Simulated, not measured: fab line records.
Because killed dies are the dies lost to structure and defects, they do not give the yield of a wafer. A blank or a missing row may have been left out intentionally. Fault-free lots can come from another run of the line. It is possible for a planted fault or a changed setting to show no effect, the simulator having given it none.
A lot that was struck, set against a sound lot | flow sky130 | 14 steps out of a route of 708
Sound: wafers L716.1, L716.2, L716.4. Wafers struck: L727.1, L727.2, L727.3. The cause is named last.
Order at every step that has rows: each side's tool, ch and its chambers, its first start. Under that, the readings that differ: sound wafers | struck wafers | difference of the means | sigmas: that difference in standard deviations of wafers without a fault.
alike: words and numbers the same on both sides, and readings whose means are apart by under 2 such deviations; not compared: readings that were withheld, readings missing a value for some wafer, numbers with overlapping values and no deviation given by the record, and bounds like >300 which may hide the same value.
The two part at a step that has a row with sigmas, a row that says differs or no value, or rows on one side only. Numbers that don't overlap but have no deviation are shown without sigmas and don't part them. Lack of a reading on every wafer of one side parts them only where that side has two or more wafers.

SKY_NWELL_TW_MEAS_26:
  sound on filmMetro-01, day 8 07:47; struck on filmMetro-01, day 10 22:41
  alike: NWELL_2_TW
then, 1 step without rows for these wafers: SKY_NWELL_CLEAN_27 (cleans in SC1/SC2, time 150 s).
SKY_NWELL_RTA_28: time 30 s.
  sound on rtpAnneal-02 ch 0, day 8 07:53; struck on rtpAnneal-01 ch 0, day 10 22:47
  alike: lampPowerPct, wafer_temp_C_max
SKY_NWELL_RS_MEAS_29: measurement is done with a four-point probe.
  sound on filmMetro-01, day 8 07:59; struck on filmMetro-03, day 10 22:53
  alike: NWELL_RS
SKY_NWELL_RS_MEAS_31: measurement is done with a four-point probe.
  sound on filmMetro-01, day 8 08:14; struck on filmMetro-03, day 10 23:08
  alike: PWDE_RS
then, 6 steps without rows for these wafers: SKY_VT_ADJUST_HVTP_DEHYDRATE_00 (time 60 s); SKY_VT_ADJUST_HVTP_HMDS_01 (prime time 60 s); SKY_VT_ADJUST_HVTP_COAT_02 (resist thk 1140 nm); SKY_VT_ADJUST_HVTP_SOFTBAKE_03 (time 60 s); SKY_VT_ADJUST_HVTP_EXPOSE_04 (exposes mask HVTPM, target cd 380 nm); SKY_VT_ADJUST_HVTP_PEB_05.
SKY_VT_ADJUST_HVTP_DEVELOP_06: develop time 60 s.
  sound on lithoTrack-01 ch 0, day 9 05:01; struck on lithoTrack-02 ch 0, day 11 21:58
reading            | sound             | struck            | difference | sigmas
developerTempC (C) | 22.90 22.88 23.04 | 25.42 25.45 25.32 | +2.46      | +22
SKY_VT_ADJUST_HVTP_CD_MEAS_07 targets a cd of 380 nm.
  sound on cdSem-02, day 9 05:10; struck on cdSem-01, day 11 22:07
reading   | sound             | struck            | difference | sigmas
cdNm (nm) | 384.9 382.9 381.6 | 372.8 370.6 372.6 | -11.1      | -4
-- here the record skips 39 days between the struck wafers' starts before and after, leaving off in module VT_ADJUST_HVTP and picking up in module PAD_OPEN (first step shown: number 708 of the route) --
SKY_PAD_OPEN_PROBE_99:
  sound on prober-01, day 48 17:42; struck on prober-02, day 50 22:10
  alike: killed_at_M0_to_M3, killed_at_M4_up, killedAtContacts, killedAtFrontEnd, killedAtOther, killedDies, killedOpen, killedShort

## WHERE THEY PART
First at SKY_VT_ADJUST_HVTP_DEVELOP_06; last, within this record, at SKY_VT_ADJUST_HVTP_CD_MEAS_07. Later steps at which nothing parts them and some readings are alike: SKY_PAD_OPEN_PROBE_99.

WHY: whatever the simulator had introduced
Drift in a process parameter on lithoTrack-02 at SKY_VT_ADJUST_HVTP_DEVELOP_06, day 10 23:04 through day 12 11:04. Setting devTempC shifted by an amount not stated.
